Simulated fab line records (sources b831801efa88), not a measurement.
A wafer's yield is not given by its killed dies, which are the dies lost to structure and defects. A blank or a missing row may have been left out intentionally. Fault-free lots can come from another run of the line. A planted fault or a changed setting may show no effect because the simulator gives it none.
fab line records / flow sky130 / part 2 of 2: steps 32 to 40 of 40
record: lots: 5 wafers: 15 last-day: 50
route steps=708 shown LDD_HVP@283 LDD_LDN@289 SPACER@304 POLY_CUT@307 SD_P@320
lots with no fault: from the same line, run without faults
start-h: the number of hours between the record's first day and the start of the first shown wafer of the lot / wait-h: hours since the lot's step before / " as in the row above / L1.1+2: a row that stands for several wafers / - no value present, or no start provided / * or withheld: withheld / < > ~ a bound
route shown NAME@n: NAME is a module with steps in the file, n the number in the route of the first one / usual: mean/standard deviation of fault-free wafers / same: alike in all rows / chamber/n: place in a boat / sites: each site's reading / _std_site: standard deviation across them / _edge_site: mean of outer sites minus mean of inner sites / radius-mm: for every site, how far away it sits from the centre of the wafer / mask NAME#n: copy n / behind: the most recent tool/chamber to have shaped the wafer / hold: cause of the lot's hold/its duration in hours/its outcome / device: transistor that didn't switch, given as n, p or np / end of line: at the end of the route, the tests of the same wafers / where a step has no rows: the recipe by itself / killed: the dies lost at the first sort to structure and to defects; this is not the yield of the wafer / map: a wafer's dies, x killed, . not, _ none there
set.NAME: the setting the step ran with; set.NAME@STEP: the setting that earlier step ran with / model.NAME: the simulator's own value behind a step, which no gauge read
lots seen at some steps along the route; tables by step, rows by wafer
services: a tool's chamber out of use, with start hour (start-h, from the record's first day; less than 0 if before it), hours out, and reason
== steps ==
step: SKY_POLY_CUT_DEVELOP_07
recipe: develop-time-s: 60 resist: KrF-thick dev-temp-c: 21
lot.wafer=L079.1+3+6 tool=litho-track-04 chamber=0 start-h=- wait-h=-
lot.wafer=L091.2+5+6 tool=litho-track-01 chamber=0 start-h=- wait-h=-
lot.wafer=L093.1+2+6 tool=litho-track-02 chamber=0 start-h=- wait-h=-
lot.wafer=L094.3+4+5 tool=litho-track-01 chamber=0 start-h=- wait-h=-
lot.wafer=L095.3+5+6 tool=litho-track-04 chamber=0 start-h=- wait-h=-
step: SKY_POLY_CUT_CD_MEAS_08
recipe: target-cd-nm: 270
usual: cd-nm: 270.0/1.6
lot.wafer=L079.1 tool=cd-sem-02 chamber=- start-h=608.60 wait-h=- cd-nm=269.5
lot.wafer=L079.3 tool=cd-sem-02 chamber=- start-h=608.60 wait-h=- cd-nm=270.2
lot.wafer=L079.6 tool=cd-sem-02 chamber=- start-h=608.60 wait-h=- cd-nm=271.4
lot.wafer=L091.2 tool=cd-sem-01 chamber=- start-h=696.04 wait-h=- cd-nm=270.7
lot.wafer=L091.5 tool=cd-sem-01 chamber=- start-h=696.04 wait-h=- cd-nm=269.5
lot.wafer=L091.6 tool=cd-sem-01 chamber=- start-h=696.04 wait-h=- cd-nm=270.2
lot.wafer=L093.1 tool=cd-sem-01 chamber=- start-h=714.57 wait-h=- cd-nm=270.0
lot.wafer=L093.2 tool=cd-sem-01 chamber=- start-h=714.57 wait-h=- cd-nm=267.7
lot.wafer=L093.6 tool=cd-sem-01 chamber=- start-h=714.57 wait-h=- cd-nm=268.4
lot.wafer=L094.3 tool=cd-sem-01 chamber=- start-h=723.66 wait-h=- cd-nm=268.6
lot.wafer=L094.4 tool=cd-sem-01 chamber=- start-h=723.66 wait-h=- cd-nm=269.2
lot.wafer=L094.5 tool=cd-sem-01 chamber=- start-h=723.66 wait-h=- cd-nm=268.8
lot.wafer=L095.3 tool=cd-sem-01 chamber=- start-h=728.84 wait-h=- cd-nm=268.7
lot.wafer=L095.5 tool=cd-sem-01 chamber=- start-h=728.84 wait-h=- cd-nm=269.8
lot.wafer=L095.6 tool=cd-sem-01 chamber=- start-h=728.84 wait-h=- cd-nm=269.0
step: SKY_POLY_CUT_OVL_MEAS_09
usual: POLY_CUT_OVL: 0/5.6
lot.wafer=L079.1 tool=overlay-01 chamber=- start-h=608.72 wait-h=0.1 POLY_CUT_OVL[nm]=0
lot.wafer=L079.3 tool=overlay-01 chamber=- start-h=608.72 wait-h=0.1 POLY_CUT_OVL[nm]=0
lot.wafer=L079.6 tool=overlay-01 chamber=- start-h=608.72 wait-h=0.1 POLY_CUT_OVL[nm]=-5
lot.wafer=L091.2 tool=overlay-02 chamber=- start-h=696.15 wait-h=0.1 POLY_CUT_OVL[nm]=0
lot.wafer=L091.5 tool=overlay-02 chamber=- start-h=696.15 wait-h=0.1 POLY_CUT_OVL[nm]=-1
lot.wafer=L091.6 tool=overlay-02 chamber=- start-h=696.15 wait-h=0.1 POLY_CUT_OVL[nm]=0
lot.wafer=L093.1 tool=overlay-02 chamber=- start-h=714.69 wait-h=0.1 POLY_CUT_OVL[nm]=8
lot.wafer=L093.2 tool=overlay-02 chamber=- start-h=714.69 wait-h=0.1 POLY_CUT_OVL[nm]=3
lot.wafer=L093.6 tool=overlay-02 chamber=- start-h=714.69 wait-h=0.1 POLY_CUT_OVL[nm]=6
lot.wafer=L094.3 tool=overlay-02 chamber=- start-h=723.76 wait-h=0.1 POLY_CUT_OVL[nm]=-6
lot.wafer=L094.4 tool=overlay-02 chamber=- start-h=723.76 wait-h=0.1 POLY_CUT_OVL[nm]=-6
lot.wafer=L094.5 tool=overlay-02 chamber=- start-h=723.76 wait-h=0.1 POLY_CUT_OVL[nm]=-6
lot.wafer=L095.3 tool=overlay-01 chamber=- start-h=728.93 wait-h=0.1 POLY_CUT_OVL[nm]=-3
lot.wafer=L095.5 tool=overlay-01 chamber=- start-h=728.93 wait-h=0.1 POLY_CUT_OVL[nm]=-6
lot.wafer=L095.6 tool=overlay-01 chamber=- start-h=728.93 wait-h=0.1 POLY_CUT_OVL[nm]=-14
step: SKY_POLY_CUT_ETCH_10
recipe: chemistry: N2/H2 target: BARC ion-energy-ev: 200 source-w: 500 bias-w: 100 pressure-mtorr: 30 n2-flow-sccm: 100 h2-flow-sccm: 200 stop-on: SiO2 time-s: 45.9 target-depth-a: 600
usual: drypump-motor-current-A: 5.6/0.44 oes-product-au: 0.853/0.0042 throttle-valve-pct: 13.226/0.0091
lot.wafer=L079.1 tool=rie-diel-01 chamber=2 start-h=608.75 wait-h=0.0 drypump-motor-current-A=6.0 oes-product-au=0.855 rf-hours-counter-h=7 throttle-valve-pct=13.232
lot.wafer=L079.3 tool=rie-diel-01 chamber=3 start-h=608.75 wait-h=0.0 drypump-motor-current-A=6.3 oes-product-au=0.851 rf-hours-counter-h=8 throttle-valve-pct=13.224
lot.wafer=L079.6 tool=rie-diel-01 chamber=1 start-h=608.75 wait-h=0.0 drypump-motor-current-A=6.0 oes-product-au=0.854 rf-hours-counter-h=- throttle-valve-pct=13.231
lot.wafer=L091.2 tool=rie-diel-02 chamber=0 start-h=696.18 wait-h=0.0 drypump-motor-current-A=5.7 oes-product-au=0.857 rf-hours-counter-h=5 throttle-valve-pct=13.228
lot.wafer=L091.5 tool=rie-diel-02 chamber=2 start-h=696.18 wait-h=0.0 drypump-motor-current-A=5.8 oes-product-au=0.860 rf-hours-counter-h=- throttle-valve-pct=13.230
lot.wafer=L091.6 tool=rie-diel-02 chamber=3 start-h=696.18 wait-h=0.0 drypump-motor-current-A=5.0 oes-product-au=0.857 rf-hours-counter-h=- throttle-valve-pct=13.239
lot.wafer=L093.1 tool=rie-diel-01 chamber=2 start-h=714.72 wait-h=0.0 drypump-motor-current-A=6.0 oes-product-au=0.847 rf-hours-counter-h=9 throttle-valve-pct=13.221
lot.wafer=L093.2 tool=rie-diel-01 chamber=0 start-h=714.72 wait-h=0.0 drypump-motor-current-A=5.6 oes-product-au=0.853 rf-hours-counter-h=8 throttle-valve-pct=13.227
lot.wafer=L093.6 tool=rie-diel-01 chamber=0 start-h=714.72 wait-h=0.0 drypump-motor-current-A=5.6 oes-product-au=0.847 rf-hours-counter-h=- throttle-valve-pct=13.215
lot.wafer=L094.3 tool=rie-diel-04 chamber=2 start-h=723.78 wait-h=0.0 drypump-motor-current-A=6.3 oes-product-au=0.859 rf-hours-counter-h=15 throttle-valve-pct=13.224
lot.wafer=L094.4 tool=rie-diel-04 chamber=3 start-h=723.78 wait-h=0.0 drypump-motor-current-A=5.6 oes-product-au=0.851 rf-hours-counter-h=16 throttle-valve-pct=13.229
lot.wafer=L094.5 tool=rie-diel-04 chamber=3 start-h=723.78 wait-h=0.0 drypump-motor-current-A=5.6 oes-product-au=0.854 rf-hours-counter-h=- throttle-valve-pct=13.222
lot.wafer=L095.3 tool=rie-diel-04 chamber=1 start-h=728.95 wait-h=0.0 drypump-motor-current-A=5.0 oes-product-au=0.852 rf-hours-counter-h=7 throttle-valve-pct=13.231
lot.wafer=L095.5 tool=rie-diel-04 chamber=0 start-h=728.95 wait-h=0.0 drypump-motor-current-A=5.2 oes-product-au=0.850 rf-hours-counter-h=- throttle-valve-pct=13.228
lot.wafer=L095.6 tool=rie-diel-04 chamber=1 start-h=728.95 wait-h=0.0 drypump-motor-current-A=5.0 oes-product-au=0.855 rf-hours-counter-h=- throttle-valve-pct=13.246
step: SKY_POLY_CUT_ETCH_11
recipe: target: Si3N4 chemistry: CF4/CH2F2/Ar stop-on: poly-Si source-w: 600 bias-w: 150 pressure-mtorr: 40 cf4-flow-sccm: 40 ch2f2-flow-sccm: 20 Ar_flow_sccm: 150 time-s: 42.5 target-depth-a: 600
usual: drypump-motor-current-A: 5.6/0.44 oes-product-au: 0.830/0.0074 throttle-valve-pct: 14.993/0.0095
lot.wafer=L079.1 tool=rie-diel-01 chamber=2 start-h=608.79 wait-h=0.0 drypump-motor-current-A=6.0 oes-product-au=0.832 rf-hours-counter-h=7 throttle-valve-pct=14.994
lot.wafer=L079.3 tool=rie-diel-01 chamber=3 start-h=608.79 wait-h=0.0 drypump-motor-current-A=6.2 oes-product-au=0.827 rf-hours-counter-h=8 throttle-valve-pct=14.997
lot.wafer=L079.6 tool=rie-diel-01 chamber=1 start-h=608.79 wait-h=0.0 drypump-motor-current-A=6.0 oes-product-au=0.840 rf-hours-counter-h=- throttle-valve-pct=14.986
lot.wafer=L091.2 tool=rie-diel-02 chamber=0 start-h=696.22 wait-h=0.0 drypump-motor-current-A=5.7 oes-product-au=0.836 rf-hours-counter-h=5 throttle-valve-pct=15.005
lot.wafer=L091.5 tool=rie-diel-02 chamber=2 start-h=696.22 wait-h=0.0 drypump-motor-current-A=5.8 oes-product-au=0.836 rf-hours-counter-h=- throttle-valve-pct=15.006
lot.wafer=L091.6 tool=rie-diel-02 chamber=3 start-h=696.22 wait-h=0.0 drypump-motor-current-A=5.0 oes-product-au=0.828 rf-hours-counter-h=- throttle-valve-pct=14.997
lot.wafer=L093.1 tool=rie-diel-01 chamber=2 start-h=714.76 wait-h=0.0 drypump-motor-current-A=6.0 oes-product-au=0.830 rf-hours-counter-h=9 throttle-valve-pct=14.995
lot.wafer=L093.2 tool=rie-diel-01 chamber=0 start-h=714.76 wait-h=0.0 drypump-motor-current-A=5.6 oes-product-au=0.841 rf-hours-counter-h=8 throttle-valve-pct=15.004
lot.wafer=L093.6 tool=rie-diel-01 chamber=0 start-h=714.76 wait-h=0.0 drypump-motor-current-A=5.6 oes-product-au=0.825 rf-hours-counter-h=- throttle-valve-pct=14.977
lot.wafer=L094.3 tool=rie-diel-04 chamber=2 start-h=723.82 wait-h=0.0 drypump-motor-current-A=6.3 oes-product-au=0.812 rf-hours-counter-h=15 throttle-valve-pct=14.979
lot.wafer=L094.4 tool=rie-diel-04 chamber=3 start-h=723.82 wait-h=0.0 drypump-motor-current-A=5.6 oes-product-au=0.826 rf-hours-counter-h=16 throttle-valve-pct=15.003
lot.wafer=L094.5 tool=rie-diel-04 chamber=3 start-h=723.82 wait-h=0.0 drypump-motor-current-A=5.6 oes-product-au=0.832 rf-hours-counter-h=- throttle-valve-pct=14.986
lot.wafer=L095.3 tool=rie-diel-04 chamber=1 start-h=728.99 wait-h=0.0 drypump-motor-current-A=5.0 oes-product-au=0.819 rf-hours-counter-h=7 throttle-valve-pct=14.995
lot.wafer=L095.5 tool=rie-diel-04 chamber=0 start-h=728.99 wait-h=0.0 drypump-motor-current-A=5.2 oes-product-au=0.829 rf-hours-counter-h=- throttle-valve-pct=14.986
lot.wafer=L095.6 tool=rie-diel-04 chamber=1 start-h=728.99 wait-h=0.0 drypump-motor-current-A=5.0 oes-product-au=0.835 rf-hours-counter-h=- throttle-valve-pct=14.988
step: SKY_POLY_CUT_STRIP_12
recipe: chemistry: O2/N2 power-w: 1400 pressure-mtorr: 1500 platen-temp-c: withheld o2-flow-sccm: 3000 n2-flow-sccm: 300 overash-fraction: 0.5
usual: drypump-motor-current-A: 6.01/0.28 oes-product-au: 0.453/0.0043 strip-time-to-endpoint-s: 5.350/0.016
lot.wafer=L079.1 tool=plasma-asher-02 chamber=1 start-h=608.83 wait-h=0.0 drypump-motor-current-A=5.58 oes-product-au=0.457 rf-hours-counter-h=19 strip-time-to-endpoint-s=5.324
lot.wafer=L079.3 tool=plasma-asher-02 chamber=1 start-h=608.83 wait-h=0.0 drypump-motor-current-A=5.61 oes-product-au=0.446 rf-hours-counter-h=- strip-time-to-endpoint-s=5.354
lot.wafer=L079.6 tool=plasma-asher-02 chamber=1 start-h=608.83 wait-h=0.0 drypump-motor-current-A=5.56 oes-product-au=0.450 rf-hours-counter-h=- strip-time-to-endpoint-s=5.346
lot.wafer=L091.2 tool=plasma-asher-03 chamber=0 start-h=696.26 wait-h=0.0 drypump-motor-current-A=6.45 oes-product-au=0.455 rf-hours-counter-h=54 strip-time-to-endpoint-s=5.359
lot.wafer=L091.5 tool=plasma-asher-03 chamber=0 start-h=696.26 wait-h=0.0 drypump-motor-current-A=6.45 oes-product-au=0.457 rf-hours-counter-h=- strip-time-to-endpoint-s=5.329
lot.wafer=L091.6 tool=plasma-asher-03 chamber=1 start-h=696.26 wait-h=0.0 drypump-motor-current-A=5.81 oes-product-au=0.458 rf-hours-counter-h=- strip-time-to-endpoint-s=5.366
lot.wafer=L093.1 tool=plasma-asher-03 chamber=0 start-h=714.81 wait-h=0.0 drypump-motor-current-A=6.43 oes-product-au=0.451 rf-hours-counter-h=56 strip-time-to-endpoint-s=5.345
lot.wafer=L093.2 tool=plasma-asher-03 chamber=1 start-h=714.81 wait-h=0.0 drypump-motor-current-A=5.78 oes-product-au=0.449 rf-hours-counter-h=56 strip-time-to-endpoint-s=5.324
lot.wafer=L093.6 tool=plasma-asher-03 chamber=1 start-h=714.81 wait-h=0.0 drypump-motor-current-A=5.78 oes-product-au=0.455 rf-hours-counter-h=- strip-time-to-endpoint-s=5.337
lot.wafer=L094.3 tool=plasma-asher-03 chamber=0 start-h=723.90 wait-h=0.1 drypump-motor-current-A=6.48 oes-product-au=0.450 rf-hours-counter-h=- strip-time-to-endpoint-s=5.346
lot.wafer=L094.4 tool=plasma-asher-03 chamber=1 start-h=723.90 wait-h=0.1 drypump-motor-current-A=5.82 oes-product-au=0.456 rf-hours-counter-h=- strip-time-to-endpoint-s=5.332
lot.wafer=L094.5 tool=plasma-asher-03 chamber=0 start-h=723.90 wait-h=0.1 drypump-motor-current-A=6.47 oes-product-au=0.455 rf-hours-counter-h=- strip-time-to-endpoint-s=5.329
lot.wafer=L095.3 tool=plasma-asher-02 chamber=0 start-h=729.07 wait-h=0.1 drypump-motor-current-A=5.94 oes-product-au=0.452 rf-hours-counter-h=- strip-time-to-endpoint-s=5.355
lot.wafer=L095.5 tool=plasma-asher-02 chamber=1 start-h=729.07 wait-h=0.1 drypump-motor-current-A=5.55 oes-product-au=0.458 rf-hours-counter-h=- strip-time-to-endpoint-s=5.337
lot.wafer=L095.6 tool=plasma-asher-02 chamber=0 start-h=729.07 wait-h=0.1 drypump-motor-current-A=5.94 oes-product-au=0.444 rf-hours-counter-h=- strip-time-to-endpoint-s=5.316
step: SKY_SD_P_DEHYDRATE_00
recipe: temp-c: 200 time-s: 60
usual: plate-temp-C: 199.97/0.16
lot.wafer=L079.1 tool=litho-track-04 chamber=0 start-h=623.05 wait-h=14.2 plate-temp-C=200.03
lot.wafer=L079.3 tool=litho-track-04 chamber=0 start-h=623.05 wait-h=14.2 plate-temp-C=200.15
lot.wafer=L079.6 tool=litho-track-04 chamber=0 start-h=623.05 wait-h=14.2 plate-temp-C=200.13
lot.wafer=L091.2 tool=litho-track-02 chamber=0 start-h=709.89 wait-h=13.6 plate-temp-C=200.10
lot.wafer=L091.5 tool=litho-track-02 chamber=0 start-h=709.89 wait-h=13.6 plate-temp-C=199.82
lot.wafer=L091.6 tool=litho-track-02 chamber=0 start-h=709.89 wait-h=13.6 plate-temp-C=199.90
lot.wafer=L093.1 tool=litho-track-04 chamber=0 start-h=727.85 wait-h=13.0 plate-temp-C=199.86
lot.wafer=L093.2 tool=litho-track-04 chamber=0 start-h=727.85 wait-h=13.0 plate-temp-C=200.09
lot.wafer=L093.6 tool=litho-track-04 chamber=0 start-h=727.85 wait-h=13.0 plate-temp-C=200.04
lot.wafer=L094.3 tool=litho-track-04 chamber=0 start-h=736.25 wait-h=12.3 plate-temp-C=200.21
lot.wafer=L094.4 tool=litho-track-04 chamber=0 start-h=736.25 wait-h=12.3 plate-temp-C=200.17
lot.wafer=L094.5 tool=litho-track-04 chamber=0 start-h=736.25 wait-h=12.3 plate-temp-C=199.97
lot.wafer=L095.3 tool=litho-track-04 chamber=0 start-h=742.85 wait-h=13.7 plate-temp-C=199.81
lot.wafer=L095.5 tool=litho-track-04 chamber=0 start-h=742.85 wait-h=13.7 plate-temp-C=199.76
lot.wafer=L095.6 tool=litho-track-04 chamber=0 start-h=742.85 wait-h=13.7 plate-temp-C=199.88
step: SKY_SD_P_HMDS_01
recipe: prime-time-s: 60 prime-temp-c: 120
same: prime-time-s: 60
lot.wafer=L079.1+3+6 tool=litho-track-04 chamber=0 start-h=623.20 wait-h=0.1
lot.wafer=L091.2+5+6 tool=litho-track-02 chamber=0 start-h=710.04 wait-h=0.1
lot.wafer=L093.1+2+6 tool=litho-track-04 chamber=0 start-h=728.00 wait-h=0.1
lot.wafer=L094.3+4+5 tool=litho-track-04 chamber=0 start-h=736.40 wait-h=0.1
lot.wafer=L095.3+5+6 tool=litho-track-04 chamber=0 start-h=743.00 wait-h=0.1
step: SKY_SD_P_COAT_02
recipe: resist: NOVOLAK spin-rpm: 2964 resist-thk-nm: 1140
usual: dispense-pressure-kPa: 52.6/2.1
lot.wafer=L079.1 tool=litho-track-04 chamber=0 start-h=623.35 wait-h=0.1 dispense-pressure-kPa=54.5
lot.wafer=L079.3 tool=litho-track-04 chamber=0 start-h=623.35 wait-h=0.1 dispense-pressure-kPa=54.4
lot.wafer=L079.6 tool=litho-track-04 chamber=0 start-h=623.35 wait-h=0.1 dispense-pressure-kPa=54.4
lot.wafer=L091.2 tool=litho-track-02 chamber=0 start-h=710.19 wait-h=0.1 dispense-pressure-kPa=49.6
lot.wafer=L091.5 tool=litho-track-02 chamber=0 start-h=710.19 wait-h=0.1 dispense-pressure-kPa=49.6
lot.wafer=L091.6 tool=litho-track-02 chamber=0 start-h=710.19 wait-h=0.1 dispense-pressure-kPa=49.6
lot.wafer=L093.1 tool=litho-track-04 chamber=0 start-h=728.15 wait-h=0.1 dispense-pressure-kPa=54.5
lot.wafer=L093.2 tool=litho-track-04 chamber=0 start-h=728.15 wait-h=0.1 dispense-pressure-kPa=54.5
lot.wafer=L093.6 tool=litho-track-04 chamber=0 start-h=728.15 wait-h=0.1 dispense-pressure-kPa=54.5
lot.wafer=L094.3 tool=litho-track-04 chamber=0 start-h=736.55 wait-h=0.1 dispense-pressure-kPa=54.5
lot.wafer=L094.4 tool=litho-track-04 chamber=0 start-h=736.55 wait-h=0.1 dispense-pressure-kPa=54.5
lot.wafer=L094.5 tool=litho-track-04 chamber=0 start-h=736.55 wait-h=0.1 dispense-pressure-kPa=54.5
lot.wafer=L095.3 tool=litho-track-04 chamber=0 start-h=743.15 wait-h=0.1 dispense-pressure-kPa=54.5
lot.wafer=L095.5 tool=litho-track-04 chamber=0 start-h=743.15 wait-h=0.1 dispense-pressure-kPa=54.5
lot.wafer=L095.6 tool=litho-track-04 chamber=0 start-h=743.15 wait-h=0.1 dispense-pressure-kPa=54.5
== services ==
tool=implanter-02 chamber=- start-h=522.17 hours=3.8 kind=pm
tool=implanter-04 chamber=- start-h=524.05 hours=3.9 kind=pm
tool=rie-diel-04 chamber=1 start-h=525.24 hours=8.8 kind=repair
tool=plasma-asher-03 chamber=- start-h=535.49 hours=34.0 kind=repair
tool=implanter-02 chamber=- start-h=535.75 hours=7.6 kind=repair
tool=iline-stepper-01 chamber=- start-h=545.59 hours=1.7 kind=pm
tool=krf-scanner-01 chamber=- start-h=550.71 hours=1.0 kind=pm
tool=plasma-asher-02 chamber=- start-h=560.78 hours=0.3 kind=repair
tool=krf-scanner-01 chamber=- start-h=571.86 hours=4.0 kind=pm
tool=plasma-asher-02 chamber=- start-h=586.21 hours=9.7 kind=repair
tool=rie-diel-04 chamber=- start-h=592.20 hours=0.5 kind=repair
tool=krf-scanner-01 chamber=- start-h=605.90 hours=0.2 kind=repair
tool=plasma-asher-03 chamber=- start-h=606.07 hours=7.9 kind=repair
tool=krf-scanner-01 chamber=- start-h=610.45 hours=1.3 kind=repair
tool=rie-diel-01 chamber=0 start-h=637.50 hours=14.2 kind=repair
tool=krf-scanner-01 chamber=- start-h=641.39 hours=0.8 kind=pm
tool=krf-scanner-01 chamber=- start-h=644.10 hours=1.3 kind=pm
tool=implanter-01 chamber=- start-h=668.99 hours=2.9 kind=pm
tool=plasma-asher-03 chamber=- start-h=695.68 hours=0.5 kind=repair
tool=plasma-asher-03 chamber=- start-h=707.93 hours=1.4 kind=repair
tool=krf-scanner-01 chamber=- start-h=719.71 hours=1.0 kind=pm
tool=krf-scanner-01 chamber=- start-h=723.76 hours=1.1 kind=repair
tool=plasma-asher-03 chamber=- start-h=728.29 hours=8.6 kind=repair
tool=plasma-asher-04 chamber=- start-h=733.75 hours=9.0 kind=pm
